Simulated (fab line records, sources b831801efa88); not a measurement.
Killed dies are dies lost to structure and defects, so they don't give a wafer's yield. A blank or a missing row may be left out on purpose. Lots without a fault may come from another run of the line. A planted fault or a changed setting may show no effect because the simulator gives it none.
Which tool did it? | flow sky130 | 12 lots, 36 wafers sampled, at 5 steps of a route of 708

WHAT THE GAUGES READ, wafer by wafer
The record holds no reading of a measuring or inspecting step that can be judged against a usual standard deviation.

WHICH TOOL RAN EACH LOT (tool, then ch and the chambers of the sampled wafers, then the start)
lot  | SKY_LDD_HVN_STRIP_09                 | SKY_VIA4_CVD_18               | SKY_METAL5_SPUTTER_00        | SKY_METAL5_SPUTTER_04        | SKY_PAD_OPEN_PROBE_99
L759 | plasma_asher-01 ch 0,1, day 20 08:13 | cvd_w-01 ch 0,1, day 42 19:28 | pvd_sputter-01, day 42 20:10 | pvd_sputter-01, day 42 20:17 | prober-01, day 45 18:06
L760 | plasma_asher-03 ch 0,1, day 20 16:13 | cvd_w-02 ch 0,1, day 43 00:14 | pvd_sputter-01, day 43 00:52 | pvd_sputter-01, day 43 00:59 | prober-02, day 45 22:59
L763 | plasma_asher-01 ch 0,1, day 22 01:01 | cvd_w-02 ch 0,1, day 44 02:57 | pvd_sputter-01, day 44 03:35 | pvd_sputter-01, day 44 03:42 | prober-01, day 46 23:48
L762 | plasma_asher-03 ch 0, day 22 02:34   | cvd_w-01 ch 1, day 44 03:38   | pvd_sputter-02, day 44 04:16 | pvd_sputter-02, day 44 04:24 | prober-02, day 46 23:48
L765 | plasma_asher-04 ch 0,1, day 22 08:58 | cvd_w-01 ch 0,1, day 44 06:24 | pvd_sputter-04, day 44 06:59 | pvd_sputter-04, day 44 07:06 | prober-02, day 47 02:22
L766 | plasma_asher-04 ch 0,1, day 23 05:11 | cvd_w-02 ch 0,1, day 44 23:50 | pvd_sputter-04, day 45 00:28 | pvd_sputter-04, day 45 00:35 | prober-01, day 47 17:03
L767 | plasma_asher-01 ch 0,1, day 23 05:28 | cvd_w-02 ch 0,1, day 45 00:08 | pvd_sputter-02, day 45 00:46 | pvd_sputter-02, day 45 00:53 | prober-02, day 47 18:33
L768 | plasma_asher-01 ch 0,1, day 23 12:16 | cvd_w-02 ch 0,1, day 45 04:11 | pvd_sputter-02, day 45 04:56 | pvd_sputter-02, day 45 05:02 | prober-01, day 47 21:39
L770 | plasma_asher-01 ch 0,1, day 24 09:07 | cvd_w-01 ch 0,1, day 45 21:02 | pvd_sputter-04, day 45 21:40 | pvd_sputter-04, day 45 21:47 | prober-01, day 48 12:31
L777 | plasma_asher-01 ch 1, day 26 19:55   | cvd_w-02 ch 1, day 47 10:34   | pvd_sputter-04, day 47 12:00 | pvd_sputter-04, day 47 12:07 | prober-02, day 49 22:01
L778 | plasma_asher-01 ch 0,1, day 27 06:47 | cvd_w-01 ch 0,1, day 47 19:23 | pvd_sputter-04, day 47 20:01 | pvd_sputter-04, day 47 20:08 | prober-01, day 50 05:21
L779 | plasma_asher-04 ch 0,1, day 27 09:26 | cvd_w-02 ch 0,1, day 47 22:26 | pvd_sputter-02, day 47 23:04 | pvd_sputter-02, day 47 23:11 | prober-01, day 50 07:58
- SKY_LDD_HVN_STRIP_09: strips in O2/N2.
- SKY_VIA4_CVD_18: deposits W, target thk 505 nm, time 152.14 s.
- SKY_METAL5_SPUTTER_00: material Ti, target thk 15 nm, time 10 s.
- SKY_METAL5_SPUTTER_04: material TiN, target thk 70 nm, time 58.3 s.
- SKY_PAD_OPEN_PROBE_99

WHAT THE TOOLS THEMSELVES READ (means of the sampled wafers that have a number; where no wafer has one, the mark that the record gives instead)
SKY_LDD_HVN_STRIP_09. Usual: drypump_motor_current_A 5.5 A, standard deviation 0.36; oes_product_au 0.408 a.u., standard deviation 0.0044; strip_time_to_endpoint_s 4.132 s, standard deviation 0.015.
lot  | tool            | drypump_motor_current_A (A) | oes_product_au (a.u.) | strip_time_to_endpoint_s (s) | flag
L759 | plasma_asher-01 | 5.8                         | 0.404                 | 4.116                        |
L760 | plasma_asher-03 | 5.7                         | 0.403                 | 4.107                        |
L763 | plasma_asher-01 | 5.7                         | 0.409                 | 4.114                        |
L762 | plasma_asher-03 | 6.1                         | 0.404                 | 4.137                        |
L765 | plasma_asher-04 | 5.3                         | 0.410                 | 4.131                        |
L766 | plasma_asher-04 | 5.4                         | 0.408                 | 4.141                        |
L767 | plasma_asher-01 | 5.7                         | 0.411                 | 4.120                        |
L768 | plasma_asher-01 | 5.8                         | 0.413                 | 4.138                        |
L770 | plasma_asher-01 | 5.8                         | 0.408                 | 4.135                        |
L777 | plasma_asher-01 | 5.7                         | 0.405                 | 4.128                        |
L778 | plasma_asher-01 | 5.8                         | 0.408                 | 4.126                        |
L779 | plasma_asher-04 | 5.4                         | 0.408                 | 4.137                        |

SKY_VIA4_CVD_18. Usual: heater_power_w 927 W, standard deviation 120.
lot  | tool     | heater_power_w (W) | flag
L759 | cvd_w-01 | 898                |
L760 | cvd_w-02 | 894                |
L763 | cvd_w-02 | 903                |
L762 | cvd_w-01 | 775                |
L765 | cvd_w-01 | 883                |
L766 | cvd_w-02 | 895                |
L767 | cvd_w-02 | 916                |
L768 | cvd_w-02 | 914                |
L770 | cvd_w-01 | 1038               |
L777 | cvd_w-02 | 883                |
L778 | cvd_w-01 | 901                |
L779 | cvd_w-02 | 909                |

SKY_METAL5_SPUTTER_00. Usual: cathode_dc_power_W 3000.0 W, standard deviation 0.55; throttle_valve_pct 30.0 %, standard deviation 1.2.
lot  | tool           | cathode_dc_power_W (W) | throttle_valve_pct (%) | flag
L759 | pvd_sputter-01 | 3000.1                 | 29.3                   |
L760 | pvd_sputter-01 | 2999.8                 | 29.6                   |
L763 | pvd_sputter-01 | 3000.0                 | 29.3                   |
L762 | pvd_sputter-02 | 2999.6                 | 30.7                   |
L765 | pvd_sputter-04 | 3000.2                 | 29.1                   |
L766 | pvd_sputter-04 | 3000.3                 | 30.5                   |
L767 | pvd_sputter-02 | 2999.9                 | 30.2                   |
L768 | pvd_sputter-02 | 2999.5                 | 30.6                   |
L770 | pvd_sputter-04 | 2999.8                 | 30.4                   |
L777 | pvd_sputter-04 | 3000.0                 | 29.5                   |
L778 | pvd_sputter-04 | 3000.0                 | 30.4                   |
L779 | pvd_sputter-02 | 3000.5                 | 30.6                   |

SKY_METAL5_SPUTTER_04. Usual: cathode_dc_power_W 6500.0 W, standard deviation 1.2; throttle_valve_pct 30.0 %, standard deviation 1.2.
lot  | tool           | cathode_dc_power_W (W) | throttle_valve_pct (%) | flag
L759 | pvd_sputter-01 | 6500.0                 | 29.4                   |
L760 | pvd_sputter-01 | 6500.3                 | 29.6                   |
L763 | pvd_sputter-01 | 6500.1                 | 29.5                   |
L762 | pvd_sputter-02 | 6500.7                 | 30.8                   |
L765 | pvd_sputter-04 | 6501.1                 | 29.0                   |
L766 | pvd_sputter-04 | 6501.0                 | 30.6                   |
L767 | pvd_sputter-02 | 6500.0                 | 30.3                   |
L768 | pvd_sputter-02 | 6500.2                 | 30.4                   |
L770 | pvd_sputter-04 | 6499.8                 | 30.2                   |
L777 | pvd_sputter-04 | 6500.0                 | 29.4                   |
L778 | pvd_sputter-04 | 6499.5                 | 30.3                   |
L779 | pvd_sputter-02 | 6500.2                 | 30.5                   |

SKY_PAD_OPEN_PROBE_99. Usual: killed_at_M0_to_M3 43, standard deviation 7.5; killed_at_M4_up 3.3, standard deviation 1.9; killed_at_contacts 24, standard deviation 4.6; killed_at_front_end 16, standard deviation 4.9; killed_at_other 0.2, standard deviation 0.46; killed_dies 87, standard deviation 9.1; killed_on_rim 17, standard deviation 3.6; killed_open 47, standard deviation 7.4; killed_short 39, standard deviation 6.6.
lot  | tool      | killed_at_M0_to_M3 | killed_at_M4_up | killed_at_contacts | killed_at_front_end | killed_at_other | killed_dies | killed_on_rim | killed_open | killed_short | flag
L759 | prober-01 | 38                 | 6.7             | 23                 | 10                  | 0.3             | 77          | 16            | 41          | 36           |
L760 | prober-02 | 41                 | 1.7             | 23                 | 16                  | 0.0             | 81          | 18            | 46          | 35           |
L763 | prober-01 | 44                 | 1.7             | 27                 | 16                  | 0.3             | 90          | 21            | 47          | 42           |
L762 | prober-02 | 44                 | 3.7             | 23                 | 14                  | 0.0             | 85          | 17            | 45          | 39           |
L765 | prober-02 | 43                 | 2.0             | 23                 | 17                  | 0.0             | 85          | 18            | 45          | 39           |
L766 | prober-01 | 45                 | 2.7             | 24                 | 18                  | 0.3             | 90          | 16            | 48          | 41           |
L767 | prober-02 | 41                 | 5.7             | 26                 | 20                  | 0.0             | 93          | 21            | 53          | 40           |
L768 | prober-01 | 43                 | 3.0             | 28                 | 21                  | 0.7             | 96          | 19            | 53          | 42           |
L770 | prober-01 | 44                 | 2.7             | 26                 | 15                  | 0.0             | 88          | 19            | 46          | 42           |
L777 | prober-02 | 41                 | 4.3             | 20                 | 78                  | 0.3             | 144         | 19            | 43          | 34           | OFF
L778 | prober-01 | 35                 | 1.0             | 23                 | 65                  | 0.3             | 124         | 23            | 40          | 28           | OFF
L779 | prober-01 | 39                 | 2.0             | 24                 | 19                  | 0.0             | 85          | 14            | 46          | 38           |

THE ANSWER, worked out from the rows above alone
Rule: a lot is off if the mean of its wafers that have a number lies more than 3 standard deviations from the usual mean. A lot without any number at a reading at which 4 lots or more have one is off too. The other lots that the step has rows for count as sound. The gauges are gone through in route order, then the tools' own readings, and for those a lot's mean is taken as printed above. The first step at which some lot is off is used, and at that step the reading that is off furthest; a lot without a number counts as furthest.
Off: L777, L778, at SKY_PAD_OPEN_PROBE_99 (killed_at_front_end).
A tool fits if, at that step or a process step before it, it ran every lot that is off, and no sound lot after the first of them. Can't be told from this: 2 tools fit, plasma_asher-01 at SKY_LDD_HVN_STRIP_09, pvd_sputter-04 at SKY_METAL5_SPUTTER_00 and SKY_METAL5_SPUTTER_04.

WHAT THE SIMULATOR HAD PUT IN
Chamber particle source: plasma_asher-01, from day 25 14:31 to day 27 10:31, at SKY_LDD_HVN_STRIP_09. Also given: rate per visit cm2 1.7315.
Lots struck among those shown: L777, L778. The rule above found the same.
